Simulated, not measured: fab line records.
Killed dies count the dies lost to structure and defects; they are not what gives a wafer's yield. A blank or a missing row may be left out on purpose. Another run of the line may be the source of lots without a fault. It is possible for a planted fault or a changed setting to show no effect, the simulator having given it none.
Struck lot and sound lot, side by side	flow sky130	15 out of 708 route steps
Sound: these wafers, L260.1, L260.3, L260.6. Struck: wafers L273.3, L273.5, L273.6. The cause is named last.
Order at every step that has rows: each side's tool, ch and its chambers, its first start. Under that, the readings that differ: sound wafers	struck wafers	difference of the means	sigmas: that difference in standard deviations of wafers without a fault.
alike: a reading whose means differ by less than 2 such deviations, as well as words and numbers matching on both sides. not compared: withheld readings; readings where some wafer has no value; bounds like >300 that might hide an equal value; numbers whose values overlap and for which the record gives no deviation.
The two part at a step that has a row with sigmas, a row that says differs or no value, or rows on one side only. Numbers that don't overlap but have no deviation are shown without sigmas and don't part them. Lack of a reading on every wafer of one side parts them only where that side has two or more wafers.

SKY_METAL2_STRIP_20: strips in O2/N2.
  sound on plasmaAsher-02 ch 0,1, day 34 22:08; struck on plasmaAsher-03 ch 0,1, day 39 14:37
  alike: drypumpMotorCurrentA, oesProductAu, stripTimeToEndpointS
  not compared: rfHoursCounterH
then, 4 steps without rows for these wafers: SKY_METAL2_STRIP_21 (strips in post etch residue remover, time 1200 s); SKY_METAL2_CLEAN_22 (cleans in IPA, time 180 s); SKY_METAL2_CLEAN_23 (cleans in O3/DIW); SKY_VIA2_HDPCVD_00 (deposits SiO2, target thk 1180 nm, time 196.7 s).
SKY_VIA2_THK_MEAS_01:
  sound on filmMetro-03 at day 34 22:54; struck on filmMetro-02 at day 39 15:20
  alike: VIA2_HDPCVD_THK
SKY_VIA2_CMP_02: polishes SiO2.
  sound on cmp-01 ch 0,2,3, day 34 23:04; struck on cmp-01 ch 2,3, day 39 15:22
  alike: motorCurrentA
SKY_VIA2_BOW_MEAS_03:
  sound on filmMetro-02 at day 34 23:16; struck on filmMetro-02 at day 39 15:43
  alike: VIA2_BOW
then, 4 steps without rows for these wafers: SKY_VIA2_DEHYDRATE_04 (time 60 s); SKY_VIA2_HMDS_05 (prime time 60 s); SKY_VIA2_COAT_06 (resist thk 60 nm); SKY_VIA2_COAT_07 (resist thk 450 nm).
SKY_VIA2_SOFTBAKE_08: time 90 s.
  sound on lithoTrack-02 ch 0, day 35 12:00; struck on lithoTrack-01 ch 0, day 40 03:00
reading	sound	struck	difference	sigmas
heaterPowerTotalW (W)	57.32 57.41 57.44	63.61 63.71 63.67	+6.27	+57
runLengthS (s)	119.05 119.23 118.97	95.51 95.51 95.49	-23.58	-99 or more
  alike: resistLineTempC
then, 1 step without rows for these wafers: SKY_VIA2_EXPOSE_09 (exposes mask VIM2, target cd 200 nm).
-- the record jumps here: 9 days lie between the struck wafers' starts before and after (it left off in module VIA2 and takes up again in module PAD_OPEN, whose first step shown is number 708 of the route) --
SKY_PAD_OPEN_PROBE_99:
  sound on prober-01 at day 45 22:15; struck on prober-01 at day 49 06:33
  alike: defectLimitedYield, killed_at_M0_to_M3, killed_at_M4_up, killedAtContacts, killedAtFrontEnd, killedAtOther, killedDies, killedOpen, killedShort, sort_bin_3_pad_short, sort_bin_5_function, sort_bin_6_memory, sortNPass, sortYieldPct

## WHERE THEY PART
Only at SKY_VIA2_SOFTBAKE_08, within this record. Later steps at which nothing parts them and some readings are alike: SKY_PAD_OPEN_PROBE_99.

WHY: the cause the simulator had injected
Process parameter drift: lithoTrack-01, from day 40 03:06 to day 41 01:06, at SKY_VIA2_SOFTBAKE_08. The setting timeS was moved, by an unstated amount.
